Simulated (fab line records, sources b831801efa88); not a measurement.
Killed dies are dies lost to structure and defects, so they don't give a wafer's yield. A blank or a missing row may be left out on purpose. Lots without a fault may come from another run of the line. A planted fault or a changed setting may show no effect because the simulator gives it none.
One fault seen from 2 desks | flow sfq_line | each desk has only its own numbers; what lay behind them comes last

THE TOOL OWNER'S DESK: rie_metal-03
The tool's own readings at SFQ_TRILAYER_M4_ETCH_METAL_ETCH_096 (etches Nb in Cl2/Ar, stops on SiO2, target depth 240 nm, time 120 s): means of the sampled wafers that have a number, for each lot that ran on this tool. A lot is out of limits, marked OUT, if its mean lies more than 4 standard deviations from the usual mean; the brackets give that distance.
Columns: A = chamber_pressure_mTorr at SFQ_TRILAYER_M4_ETCH_METAL_ETCH_096, usual 10.001 mTorr; B = drypump_motor_current_A at SFQ_TRILAYER_M4_ETCH_METAL_ETCH_096, usual 5.86 A; C = oes_product_au at SFQ_TRILAYER_M4_ETCH_METAL_ETCH_096, usual 0.892 a.u.
lot  | first seen here | A     | B    | C
L678 | day 47 10:56    | 9.993 | 5.81 | 0.892
L690 | day 57 15:03    | 9.994 | 5.75 | 0.893
This desk's finding: nothing out of limits on any of the 2 lots.

THE METROLOGY DESK
What the gauges read, lot by lot, whatever tool the lot ran on: means of the sampled wafers that have a number. A lot is out of limits, marked OUT, if its mean lies more than 4 standard deviations from the usual mean; the brackets give that distance.
Columns: A = M4_NB_RS at SFQ_M4_RS_MEAS_924, usual 0.894 ohm/sq; B = M4_OVL at SFQ_M4_OVL_MEAS_926, usual -1 nm
lot  | first seen here | A     | B
L673 | day 45 19:17    | 0.894 | -1
L678 | day 47 08:25    | 0.895 | 7
L686 | day 50 08:33    | 0.895 | 1
L687 | day 51 03:46    | 0.895 | 3
L690 | day 52 12:09    | 0.896 | 5
This desk's finding: nothing out of limits on any of the 5 lots.

PUT TOGETHER
The tool owner's desk saw nothing out of limits.
The metrology desk saw nothing out of limits.

WHAT THE SIMULATOR HAD PUT IN
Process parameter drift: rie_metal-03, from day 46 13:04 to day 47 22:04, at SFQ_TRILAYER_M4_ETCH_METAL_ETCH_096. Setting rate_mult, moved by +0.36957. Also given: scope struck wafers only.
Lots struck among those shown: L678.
